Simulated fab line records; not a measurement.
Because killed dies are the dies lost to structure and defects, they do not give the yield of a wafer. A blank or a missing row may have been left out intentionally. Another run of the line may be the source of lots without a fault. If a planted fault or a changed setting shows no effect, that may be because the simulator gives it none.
fab line records / flow gf180mcu
record lots=14 wafers=42 last_day=34
route steps=602 shown V2@384 M3@420 MIM@503
lots that met no fault: taken from a fault-free run of the same line
start_h: hours from the record's opening day to when the first of the lot's shown wafers began / wait_h: hours elapsed since this lot's preceding step / " repeats the value in the row above / L1.1+2: one row covering several wafers at once / - value missing, or start not given / * or withheld: withheld / < > ~ a bound
route shown NAME@n: NAME is a module with steps in the file, n the number in the route of the first one / usual: the fault-free wafers' mean and standard deviation / same: alike in all rows / chamber/n: place in a boat / sites: per-site readings / _std_site: the values' standard deviation / _edge_site: mean of outer sites minus mean of inner sites / radius_mm: how far each site lies from the wafer's centre / mask NAME#n: copy n / behind: the last tool/chamber to shape the wafer / hold: reason for holding the lot/hours on hold/outcome of the hold / device: names the non-switching transistor (n, p or np) / end of line: at the end of the route, the tests of the same wafers / a step without rows: its recipe alone / killed: dies lost to structure and defects at the first sort, not the wafer's yield / map: shows each die of a wafer: x if killed, . if not, _ if none is there
set.NAME: setting as actually run; set.NAME@STEP: the setting as run at that earlier step / model.NAME: the simulator's own value behind a step, which no gauge read
one table for each step of the route and one row for each wafer, over a sample of lots
services: when a tool's chamber went out of use (start_h, in hours from the record's first day, below 0 if earlier), for how many hours, and the reason
## steps
# step GF_V2_CVD_02
# recipe material=SiO2 target_thk_nm=850 precursor=TEOS temp_c=400 time_s=94.851 rf_w=600
# usual heater_power_w=635/110
lot.wafer=L244.2 tool=pecvd-01 chamber=2 start_h=454.73 wait_h=0.0 heater_power_w=761
lot.wafer=L244.4 tool=pecvd-01 chamber=2 start_h=454.73 wait_h=0.0 heater_power_w=615
lot.wafer=L244.5 tool=pecvd-01 chamber=1 start_h=454.73 wait_h=0.0 heater_power_w=450
lot.wafer=L245.2 tool=pecvd-02 chamber=0 start_h=464.62 wait_h=0.0 heater_power_w=489
lot.wafer=L245.4 tool=pecvd-02 chamber=0 start_h=464.62 wait_h=0.0 heater_power_w=543
lot.wafer=L245.5 tool=pecvd-02 chamber=2 start_h=464.62 wait_h=0.0 heater_power_w=650
lot.wafer=L246.1 tool=pecvd-04 chamber=1 start_h=468.34 wait_h=0.1 heater_power_w=695
lot.wafer=L246.4 tool=pecvd-04 chamber=0 start_h=468.34 wait_h=0.1 heater_power_w=700
lot.wafer=L246.6 tool=pecvd-04 chamber=2 start_h=468.34 wait_h=0.1 heater_power_w=471
lot.wafer=L247.2 tool=pecvd-04 chamber=0 start_h=482.92 wait_h=0.0 heater_power_w=672
lot.wafer=L247.3 tool=pecvd-04 chamber=1 start_h=482.92 wait_h=0.0 heater_power_w=718
lot.wafer=L247.6 tool=pecvd-04 chamber=1 start_h=482.92 wait_h=0.0 heater_power_w=576
lot.wafer=L249.3 tool=pecvd-02 chamber=0 start_h=500.56 wait_h=0.0 heater_power_w=557
lot.wafer=L249.5 tool=pecvd-02 chamber=0 start_h=500.56 wait_h=0.0 heater_power_w=446
lot.wafer=L249.6 tool=pecvd-02 chamber=2 start_h=500.56 wait_h=0.0 heater_power_w=626
lot.wafer=L250.1 tool=pecvd-04 chamber=0 start_h=510.88 wait_h=0.1 heater_power_w=666
lot.wafer=L250.3 tool=pecvd-04 chamber=2 start_h=510.88 wait_h=0.1 heater_power_w=499
lot.wafer=L250.5 tool=pecvd-04 chamber=0 start_h=510.88 wait_h=0.1 heater_power_w=742
lot.wafer=L252.2 tool=pecvd-02 chamber=0 start_h=531.92 wait_h=0.0 heater_power_w=508
lot.wafer=L252.4 tool=pecvd-02 chamber=1 start_h=531.92 wait_h=0.0 heater_power_w=547
lot.wafer=L252.5 tool=pecvd-02 chamber=0 start_h=531.92 wait_h=0.0 heater_power_w=542
lot.wafer=L256.2 tool=pecvd-01 chamber=0 start_h=576.28 wait_h=0.0 heater_power_w=741
lot.wafer=L256.5 tool=pecvd-01 chamber=0 start_h=576.28 wait_h=0.0 heater_power_w=813
lot.wafer=L256.6 tool=pecvd-01 chamber=1 start_h=576.28 wait_h=0.0 heater_power_w=448
lot.wafer=L258.2 tool=pecvd-01 chamber=2 start_h=580.94 wait_h=0.0 heater_power_w=754
lot.wafer=L258.4 tool=pecvd-01 chamber=0 start_h=580.94 wait_h=0.0 heater_power_w=848
lot.wafer=L258.6 tool=pecvd-01 chamber=2 start_h=580.94 wait_h=0.0 heater_power_w=622
lot.wafer=L257.2 tool=pecvd-02 chamber=2 start_h=581.52 wait_h=0.0 heater_power_w=558
lot.wafer=L257.3 tool=pecvd-02 chamber=1 start_h=581.52 wait_h=0.0 heater_power_w=664
lot.wafer=L257.6 tool=pecvd-02 chamber=1 start_h=581.52 wait_h=0.0 heater_power_w=547
lot.wafer=L262.1 tool=pecvd-01 chamber=2 start_h=606.22 wait_h=0.1 heater_power_w=731
lot.wafer=L262.3 tool=pecvd-01 chamber=1 start_h=606.22 wait_h=0.1 heater_power_w=557
lot.wafer=L262.6 tool=pecvd-01 chamber=1 start_h=606.22 wait_h=0.1 heater_power_w=579
lot.wafer=L264.2 tool=pecvd-01 chamber=1 start_h=623.41 wait_h=0.0 heater_power_w=512
lot.wafer=L264.4 tool=pecvd-01 chamber=2 start_h=623.41 wait_h=0.0 heater_power_w=706
lot.wafer=L264.6 tool=pecvd-01 chamber=0 start_h=623.41 wait_h=0.0 heater_power_w=733
lot.wafer=L265.3 tool=pecvd-04 chamber=0 start_h=629.74 wait_h=0.0 heater_power_w=672
lot.wafer=L265.4 tool=pecvd-04 chamber=0 start_h=629.74 wait_h=0.0 heater_power_w=705
lot.wafer=L265.5 tool=pecvd-04 chamber=1 start_h=629.74 wait_h=0.0 heater_power_w=735
lot.wafer=L266.1 tool=pecvd-04 chamber=2 start_h=634.82 wait_h=0.1 heater_power_w=508
lot.wafer=L266.4 tool=pecvd-04 chamber=0 start_h=634.82 wait_h=0.1 heater_power_w=695
lot.wafer=L266.5 tool=pecvd-04 chamber=1 start_h=634.82 wait_h=0.1 heater_power_w=579
# step GF_M3_EXPOSE_11
# recipe mask_id=Metal3 target_cd_nm=280 na=0.68 source_shape=conventional sigma_outer=0.6 dose_mj=28
# usual exposure_dose_mJ_cm2=27.987/0.026 focus_offset_nm=0.1/0.51
lot.wafer=L244.2 tool=krf_scanner-02 chamber=0 start_h=493.80 wait_h=- mask=Metal3#0 exposure_dose_mJ_cm2=27.958 focus_offset_nm=0.8
lot.wafer=L244.4 tool=krf_scanner-02 chamber=0 start_h=493.80 wait_h=- mask=Metal3#0 exposure_dose_mJ_cm2=27.995 focus_offset_nm=-0.4
lot.wafer=L244.5 tool=krf_scanner-02 chamber=0 start_h=493.80 wait_h=- mask=Metal3#0 exposure_dose_mJ_cm2=27.956 focus_offset_nm=0.2
lot.wafer=L245.2 tool=krf_scanner-02 chamber=0 start_h=503.37 wait_h=- mask=Metal3#0 exposure_dose_mJ_cm2=28.027 focus_offset_nm=0.3
lot.wafer=L245.4 tool=krf_scanner-02 chamber=0 start_h=503.37 wait_h=- mask=Metal3#0 exposure_dose_mJ_cm2=27.975 focus_offset_nm=-0.2
lot.wafer=L245.5 tool=krf_scanner-02 chamber=0 start_h=503.37 wait_h=- mask=Metal3#0 exposure_dose_mJ_cm2=27.980 focus_offset_nm=-0.2
lot.wafer=L246.1 tool=krf_scanner-01 chamber=0 start_h=507.73 wait_h=- mask=Metal3#0 exposure_dose_mJ_cm2=27.985 focus_offset_nm=-0.2
lot.wafer=L246.4 tool=krf_scanner-01 chamber=0 start_h=507.73 wait_h=- mask=Metal3#0 exposure_dose_mJ_cm2=27.965 focus_offset_nm=0.0
lot.wafer=L246.6 tool=krf_scanner-01 chamber=0 start_h=507.73 wait_h=- mask=Metal3#0 exposure_dose_mJ_cm2=27.999 focus_offset_nm=-0.2
lot.wafer=L247.2 tool=krf_scanner-01 chamber=0 start_h=520.27 wait_h=- mask=Metal3#0 exposure_dose_mJ_cm2=28.023 focus_offset_nm=-0.3
lot.wafer=L247.3 tool=krf_scanner-01 chamber=0 start_h=520.27 wait_h=- mask=Metal3#0 exposure_dose_mJ_cm2=28.055 focus_offset_nm=-0.7
lot.wafer=L247.6 tool=krf_scanner-01 chamber=0 start_h=520.27 wait_h=- mask=Metal3#0 exposure_dose_mJ_cm2=28.015 focus_offset_nm=-0.4
lot.wafer=L249.3 tool=krf_scanner-02 chamber=0 start_h=537.75 wait_h=- mask=Metal3#0 exposure_dose_mJ_cm2=27.990 focus_offset_nm=0.5
lot.wafer=L249.5 tool=krf_scanner-02 chamber=0 start_h=537.75 wait_h=- mask=Metal3#0 exposure_dose_mJ_cm2=27.973 focus_offset_nm=0.0
lot.wafer=L249.6 tool=krf_scanner-02 chamber=0 start_h=537.75 wait_h=- mask=Metal3#0 exposure_dose_mJ_cm2=28.056 focus_offset_nm=1.4
lot.wafer=L250.1 tool=krf_scanner-01 chamber=0 start_h=547.78 wait_h=- mask=Metal3#0 exposure_dose_mJ_cm2=27.987 focus_offset_nm=-0.5
lot.wafer=L250.3 tool=krf_scanner-01 chamber=0 start_h=547.78 wait_h=- mask=Metal3#0 exposure_dose_mJ_cm2=27.966 focus_offset_nm=-1.1
lot.wafer=L250.5 tool=krf_scanner-01 chamber=0 start_h=547.78 wait_h=- mask=Metal3#0 exposure_dose_mJ_cm2=28.001 focus_offset_nm=-0.3
lot.wafer=L252.2 tool=krf_scanner-02 chamber=0 start_h=567.79 wait_h=- mask=Metal3#0 exposure_dose_mJ_cm2=27.997 focus_offset_nm=0.0
lot.wafer=L252.4 tool=krf_scanner-02 chamber=0 start_h=567.79 wait_h=- mask=Metal3#0 exposure_dose_mJ_cm2=27.973 focus_offset_nm=0.5
lot.wafer=L252.5 tool=krf_scanner-02 chamber=0 start_h=567.79 wait_h=- mask=Metal3#0 exposure_dose_mJ_cm2=28.001 focus_offset_nm=0.2
lot.wafer=L256.2 tool=krf_scanner-02 chamber=- start_h=608.75 wait_h=- mask=Metal3#0 exposure_dose_mJ_cm2=- focus_offset_nm=-
lot.wafer=L256.5 tool=krf_scanner-02 chamber=- start_h=608.75 wait_h=- mask=Metal3#0 exposure_dose_mJ_cm2=- focus_offset_nm=-
lot.wafer=L256.6 tool=krf_scanner-02 chamber=- start_h=608.75 wait_h=- mask=Metal3#0 exposure_dose_mJ_cm2=- focus_offset_nm=-
lot.wafer=L258.2 tool=krf_scanner-01 chamber=- start_h=614.65 wait_h=- mask=Metal3#0 exposure_dose_mJ_cm2=- focus_offset_nm=-
lot.wafer=L258.4 tool=krf_scanner-01 chamber=- start_h=614.65 wait_h=- mask=Metal3#0 exposure_dose_mJ_cm2=- focus_offset_nm=-
lot.wafer=L258.6 tool=krf_scanner-01 chamber=- start_h=614.65 wait_h=- mask=Metal3#0 exposure_dose_mJ_cm2=- focus_offset_nm=-
lot.wafer=L257.2 tool=krf_scanner-01 chamber=0 start_h=615.13 wait_h=- mask=Metal3#0 exposure_dose_mJ_cm2=27.944 focus_offset_nm=0.3
lot.wafer=L257.3 tool=krf_scanner-01 chamber=0 start_h=615.13 wait_h=- mask=Metal3#0 exposure_dose_mJ_cm2=27.945 focus_offset_nm=0.4
lot.wafer=L257.6 tool=krf_scanner-01 chamber=0 start_h=615.13 wait_h=- mask=Metal3#0 exposure_dose_mJ_cm2=27.956 focus_offset_nm=0.0
lot.wafer=L262.1 tool=krf_scanner-02 chamber=0 start_h=640.03 wait_h=- mask=Metal3#0 exposure_dose_mJ_cm2=27.981 focus_offset_nm=-0.1
lot.wafer=L262.3 tool=krf_scanner-02 chamber=0 start_h=640.03 wait_h=- mask=Metal3#0 exposure_dose_mJ_cm2=27.954 focus_offset_nm=0.5
lot.wafer=L262.6 tool=krf_scanner-02 chamber=0 start_h=640.03 wait_h=- mask=Metal3#0 exposure_dose_mJ_cm2=28.020 focus_offset_nm=0.0
lot.wafer=L264.2 tool=krf_scanner-02 chamber=0 start_h=654.48 wait_h=- mask=Metal3#0 exposure_dose_mJ_cm2=27.983 focus_offset_nm=-0.9
lot.wafer=L264.4 tool=krf_scanner-02 chamber=0 start_h=654.48 wait_h=- mask=Metal3#0 exposure_dose_mJ_cm2=27.979 focus_offset_nm=-0.8
lot.wafer=L264.6 tool=krf_scanner-02 chamber=0 start_h=654.48 wait_h=- mask=Metal3#0 exposure_dose_mJ_cm2=27.999 focus_offset_nm=-1.1
lot.wafer=L265.3 tool=krf_scanner-02 chamber=0 start_h=663.00 wait_h=- mask=Metal3#0 exposure_dose_mJ_cm2=28.023 focus_offset_nm=-0.1
lot.wafer=L265.4 tool=krf_scanner-02 chamber=0 start_h=663.00 wait_h=- mask=Metal3#0 exposure_dose_mJ_cm2=27.975 focus_offset_nm=-0.4
lot.wafer=L265.5 tool=krf_scanner-02 chamber=0 start_h=663.00 wait_h=- mask=Metal3#0 exposure_dose_mJ_cm2=28.011 focus_offset_nm=-0.2
lot.wafer=L266.1 tool=krf_scanner-01 chamber=0 start_h=667.07 wait_h=- mask=Metal3#0 exposure_dose_mJ_cm2=28.001 focus_offset_nm=-0.6
lot.wafer=L266.4 tool=krf_scanner-01 chamber=0 start_h=667.07 wait_h=- mask=Metal3#0 exposure_dose_mJ_cm2=27.996 focus_offset_nm=-0.5
lot.wafer=L266.5 tool=krf_scanner-01 chamber=0 start_h=667.07 wait_h=- mask=Metal3#0 exposure_dose_mJ_cm2=27.977 focus_offset_nm=-0.8
# step GF_MIM_SPUTTER_00
# recipe material=Ti target_thk_nm=37.5 arriving_ion_energy_ev=80 substrate_temp_c=200 chamber_pressure_pa=2 power_w=4000 time_s=150
# usual throttle_valve_pct=30.1/1.1
lot.wafer=L244.2 tool=pvd_sputter-01 chamber=- start_h=579.32 wait_h=0.1 throttle_valve_pct=30.5
lot.wafer=L244.4 tool=pvd_sputter-01 chamber=- start_h=579.32 wait_h=0.1 throttle_valve_pct=28.7
lot.wafer=L244.5 tool=pvd_sputter-01 chamber=- start_h=579.32 wait_h=0.1 throttle_valve_pct=28.0
lot.wafer=L245.2 tool=pvd_sputter-02 chamber=- start_h=585.30 wait_h=0.2 throttle_valve_pct=28.6
lot.wafer=L245.4 tool=pvd_sputter-02 chamber=- start_h=585.30 wait_h=0.2 throttle_valve_pct=31.4
lot.wafer=L245.5 tool=pvd_sputter-02 chamber=- start_h=585.30 wait_h=0.2 throttle_valve_pct=30.6
lot.wafer=L246.1 tool=pvd_sputter-03 chamber=- start_h=589.96 wait_h=0.1 throttle_valve_pct=29.6
lot.wafer=L246.4 tool=pvd_sputter-03 chamber=- start_h=589.96 wait_h=0.1 throttle_valve_pct=30.3
lot.wafer=L246.6 tool=pvd_sputter-03 chamber=- start_h=589.96 wait_h=0.1 throttle_valve_pct=29.7
lot.wafer=L247.2 tool=pvd_sputter-02 chamber=- start_h=604.70 wait_h=0.1 throttle_valve_pct=30.2
lot.wafer=L247.3 tool=pvd_sputter-02 chamber=- start_h=604.70 wait_h=0.1 throttle_valve_pct=31.3
lot.wafer=L247.6 tool=pvd_sputter-02 chamber=- start_h=604.70 wait_h=0.1 throttle_valve_pct=28.6
lot.wafer=L249.3 tool=pvd_sputter-03 chamber=- start_h=622.95 wait_h=0.2 throttle_valve_pct=31.8
lot.wafer=L249.5 tool=pvd_sputter-03 chamber=- start_h=622.95 wait_h=0.2 throttle_valve_pct=30.3
lot.wafer=L249.6 tool=pvd_sputter-03 chamber=- start_h=622.95 wait_h=0.2 throttle_valve_pct=31.8
lot.wafer=L250.1 tool=pvd_sputter-01 chamber=- start_h=628.43 wait_h=0.1 throttle_valve_pct=30.6
lot.wafer=L250.3 tool=pvd_sputter-01 chamber=- start_h=628.43 wait_h=0.1 throttle_valve_pct=29.4
lot.wafer=L250.5 tool=pvd_sputter-01 chamber=- start_h=628.43 wait_h=0.1 throttle_valve_pct=29.4
lot.wafer=L252.2 tool=pvd_sputter-01 chamber=- start_h=647.49 wait_h=0.1 throttle_valve_pct=30.1
lot.wafer=L252.4 tool=pvd_sputter-01 chamber=- start_h=647.49 wait_h=0.1 throttle_valve_pct=27.7
lot.wafer=L252.5 tool=pvd_sputter-01 chamber=- start_h=647.49 wait_h=0.1 throttle_valve_pct=30.3
lot.wafer=L257.2 tool=pvd_sputter-01 chamber=- start_h=691.46 wait_h=0.2 throttle_valve_pct=29.7
lot.wafer=L257.3 tool=pvd_sputter-01 chamber=- start_h=691.46 wait_h=0.2 throttle_valve_pct=27.9
lot.wafer=L257.6 tool=pvd_sputter-01 chamber=- start_h=691.46 wait_h=0.2 throttle_valve_pct=29.4
lot.wafer=L262.1 tool=pvd_sputter-01 chamber=- start_h=713.24 wait_h=0.1 throttle_valve_pct=27.9
lot.wafer=L262.3 tool=pvd_sputter-01 chamber=- start_h=713.24 wait_h=0.1 throttle_valve_pct=30.3
lot.wafer=L262.6 tool=pvd_sputter-01 chamber=- start_h=713.24 wait_h=0.1 throttle_valve_pct=27.9
lot.wafer=L264.2 tool=pvd_sputter-02 chamber=- start_h=728.84 wait_h=0.1 throttle_valve_pct=30.1
lot.wafer=L264.4 tool=pvd_sputter-02 chamber=- start_h=728.84 wait_h=0.1 throttle_valve_pct=30.6
lot.wafer=L264.6 tool=pvd_sputter-02 chamber=- start_h=728.84 wait_h=0.1 throttle_valve_pct=31.3
lot.wafer=L265.3 tool=pvd_sputter-01 chamber=- start_h=733.54 wait_h=0.1 throttle_valve_pct=27.7
lot.wafer=L265.4 tool=pvd_sputter-01 chamber=- start_h=733.54 wait_h=0.1 throttle_valve_pct=29.5
lot.wafer=L265.5 tool=pvd_sputter-01 chamber=- start_h=733.54 wait_h=0.1 throttle_valve_pct=27.8
lot.wafer=L266.1 tool=pvd_sputter-02 chamber=- start_h=735.59 wait_h=0.1 throttle_valve_pct=28.3
lot.wafer=L266.4 tool=pvd_sputter-02 chamber=- start_h=735.59 wait_h=0.1 throttle_valve_pct=30.1
lot.wafer=L266.5 tool=pvd_sputter-02 chamber=- start_h=735.59 wait_h=0.1 throttle_valve_pct=30.9
# step GF_MIM_SPUTTER_02
# recipe material=AlCu target_thk_nm=450 power_w=10600 time_s=23.9 chamber_pressure_pa=0.4
# usual throttle_valve_pct=30.1/1.1
lot.wafer=L244.2 tool=pvd_sputter-01 chamber=- start_h=579.45 wait_h=0.0 throttle_valve_pct=30.3
lot.wafer=L244.4 tool=pvd_sputter-01 chamber=- start_h=579.45 wait_h=0.0 throttle_valve_pct=28.5
lot.wafer=L244.5 tool=pvd_sputter-01 chamber=- start_h=579.45 wait_h=0.0 throttle_valve_pct=28.0
lot.wafer=L245.2 tool=pvd_sputter-02 chamber=- start_h=585.43 wait_h=0.0 throttle_valve_pct=28.8
lot.wafer=L245.4 tool=pvd_sputter-02 chamber=- start_h=585.43 wait_h=0.0 throttle_valve_pct=31.3
lot.wafer=L245.5 tool=pvd_sputter-02 chamber=- start_h=585.43 wait_h=0.0 throttle_valve_pct=30.7
lot.wafer=L246.1 tool=pvd_sputter-03 chamber=- start_h=590.09 wait_h=0.0 throttle_valve_pct=29.8
lot.wafer=L246.4 tool=pvd_sputter-03 chamber=- start_h=590.09 wait_h=0.0 throttle_valve_pct=30.9
lot.wafer=L246.6 tool=pvd_sputter-03 chamber=- start_h=590.09 wait_h=0.0 throttle_valve_pct=29.8
lot.wafer=L247.2 tool=pvd_sputter-02 chamber=- start_h=604.83 wait_h=0.0 throttle_valve_pct=30.1
lot.wafer=L247.3 tool=pvd_sputter-02 chamber=- start_h=604.83 wait_h=0.0 throttle_valve_pct=31.3
lot.wafer=L247.6 tool=pvd_sputter-02 chamber=- start_h=604.83 wait_h=0.0 throttle_valve_pct=28.9
lot.wafer=L249.3 tool=pvd_sputter-03 chamber=- start_h=623.08 wait_h=0.0 throttle_valve_pct=31.8
lot.wafer=L249.5 tool=pvd_sputter-03 chamber=- start_h=623.08 wait_h=0.0 throttle_valve_pct=30.6
lot.wafer=L249.6 tool=pvd_sputter-03 chamber=- start_h=623.08 wait_h=0.0 throttle_valve_pct=31.7
lot.wafer=L250.1 tool=pvd_sputter-01 chamber=- start_h=628.56 wait_h=0.0 throttle_valve_pct=30.3
lot.wafer=L250.3 tool=pvd_sputter-01 chamber=- start_h=628.56 wait_h=0.0 throttle_valve_pct=29.5
lot.wafer=L250.5 tool=pvd_sputter-01 chamber=- start_h=628.56 wait_h=0.0 throttle_valve_pct=29.4
lot.wafer=L252.2 tool=pvd_sputter-01 chamber=- start_h=647.62 wait_h=0.0 throttle_valve_pct=30.3
lot.wafer=L252.4 tool=pvd_sputter-01 chamber=- start_h=647.62 wait_h=0.0 throttle_valve_pct=27.8
lot.wafer=L252.5 tool=pvd_sputter-01 chamber=- start_h=647.62 wait_h=0.0 throttle_valve_pct=30.6
lot.wafer=L257.2 tool=pvd_sputter-01 chamber=- start_h=691.60 wait_h=0.0 throttle_valve_pct=29.6
lot.wafer=L257.3 tool=pvd_sputter-01 chamber=- start_h=691.60 wait_h=0.0 throttle_valve_pct=28.0
lot.wafer=L257.6 tool=pvd_sputter-01 chamber=- start_h=691.60 wait_h=0.0 throttle_valve_pct=29.4
lot.wafer=L262.1 tool=pvd_sputter-01 chamber=- start_h=713.37 wait_h=0.0 throttle_valve_pct=27.9
lot.wafer=L262.3 tool=pvd_sputter-01 chamber=- start_h=713.37 wait_h=0.0 throttle_valve_pct=30.6
lot.wafer=L262.6 tool=pvd_sputter-01 chamber=- start_h=713.37 wait_h=0.0 throttle_valve_pct=27.8
lot.wafer=L264.2 tool=pvd_sputter-02 chamber=- start_h=728.97 wait_h=0.0 throttle_valve_pct=30.2
lot.wafer=L264.4 tool=pvd_sputter-02 chamber=- start_h=728.97 wait_h=0.0 throttle_valve_pct=31.0
lot.wafer=L264.6 tool=pvd_sputter-02 chamber=- start_h=728.97 wait_h=0.0 throttle_valve_pct=31.6
lot.wafer=L265.3 tool=pvd_sputter-01 chamber=- start_h=733.67 wait_h=0.0 throttle_valve_pct=27.6
lot.wafer=L265.4 tool=pvd_sputter-01 chamber=- start_h=733.67 wait_h=0.0 throttle_valve_pct=29.3
lot.wafer=L265.5 tool=pvd_sputter-01 chamber=- start_h=733.67 wait_h=0.0 throttle_valve_pct=27.8
lot.wafer=L266.1 tool=pvd_sputter-02 chamber=- start_h=735.72 wait_h=0.0 throttle_valve_pct=28.5
lot.wafer=L266.4 tool=pvd_sputter-02 chamber=- start_h=735.72 wait_h=0.0 throttle_valve_pct=30.3
lot.wafer=L266.5 tool=pvd_sputter-02 chamber=- start_h=735.72 wait_h=0.0 throttle_valve_pct=31.0
## services
tool=krf_scanner-01 chamber=- start_h=431.76 hours=0.6 kind=repair
tool=krf_scanner-01 chamber=- start_h=460.09 hours=0.8 kind=pm
tool=pecvd-02 chamber=0 start_h=468.99 hours=11.3 kind=repair
tool=pecvd-01 chamber=- start_h=494.90 hours=0.6 kind=repair
tool=krf_scanner-01 chamber=- start_h=513.95 hours=1.3 kind=pm
tool=krf_scanner-02 chamber=- start_h=524.27 hours=1.0 kind=pm
tool=krf_scanner-02 chamber=- start_h=528.36 hours=0.8 kind=pm
tool=krf_scanner-01 chamber=- start_h=534.32 hours=1.0 kind=pm
tool=krf_scanner-02 chamber=- start_h=543.14 hours=3.6 kind=pm
tool=krf_scanner-01 chamber=- start_h=554.83 hours=4.4 kind=pm
tool=krf_scanner-02 chamber=- start_h=564.42 hours=1.3 kind=pm
tool=krf_scanner-02 chamber=- start_h=568.65 hours=0.2 kind=repair
tool=pecvd-02 chamber=1 start_h=584.59 hours=18.4 kind=repair
tool=krf_scanner-01 chamber=- start_h=628.89 hours=0.8 kind=pm
tool=krf_scanner-02 chamber=- start_h=631.22 hours=0.7 kind=repair
tool=pvd_sputter-01 chamber=- start_h=663.52 hours=0.7 kind=repair
tool=pvd_sputter-01 chamber=- start_h=676.78 hours=0.7 kind=repair
tool=krf_scanner-01 chamber=- start_h=689.85 hours=1.3 kind=pm
tool=pvd_sputter-02 chamber=- start_h=690.16 hours=10.4 kind=repair
tool=krf_scanner-02 chamber=- start_h=693.21 hours=1.0 kind=pm
tool=krf_scanner-02 chamber=- start_h=697.16 hours=0.8 kind=pm
tool=krf_scanner-02 chamber=- start_h=701.43 hours=4.4 kind=pm
tool=krf_scanner-01 chamber=- start_h=705.80 hours=1.0 kind=pm
tool=krf_scanner-01 chamber=- start_h=708.92 hours=0.5 kind=repair
## key
first_sign step=GF_M3_EXPOSE_11 reading=tool_record direction=missing
effect none on later readings
met_at GF_M3_EXPOSE_11
struck_lots L256,L258
later_rows_left_out L256.2,L256.5,L256.6,L258.2,L258.4,L258.6
sort_left_out L256.2,L256.5,L256.6,L258.2,L258.4,L258.6
tester_left_out L256
not_acting_at GF_V2_CVD_02,GF_MIM_SPUTTER_00,GF_MIM_SPUTTER_02
onset_between 567.79 608.75
earlier_fault kind=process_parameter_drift tool=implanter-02 chamber=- onset_h=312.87 steps=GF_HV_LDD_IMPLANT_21 channel=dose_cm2 offset=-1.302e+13 shape=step end_h=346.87 acts_in=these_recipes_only stated=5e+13
fault kind=skipped_step_whole tool=krf_scanner-01,krf_scanner-02 chamber=- onset_h=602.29 steps=GF_M3_EXPOSE_11 scope=struck_lots_only
# tester_left_out: of these lots the tester's yield and bins aren't shown, on N5 and GAA mostly nor the transistor test; their killed dies are dies lost to structure and defects alone, not to doping, threshold or leakage, so they don't give the yield
# sort_left_out: the simulated sort isn't trusted on such a fault, so these wafers' sort isn't shown, and their yield isn't known
# later_rows_left_out: the simulator's readings of these wafers behind a module that went badly wrong aren't trusted and aren't shown, but for the sort
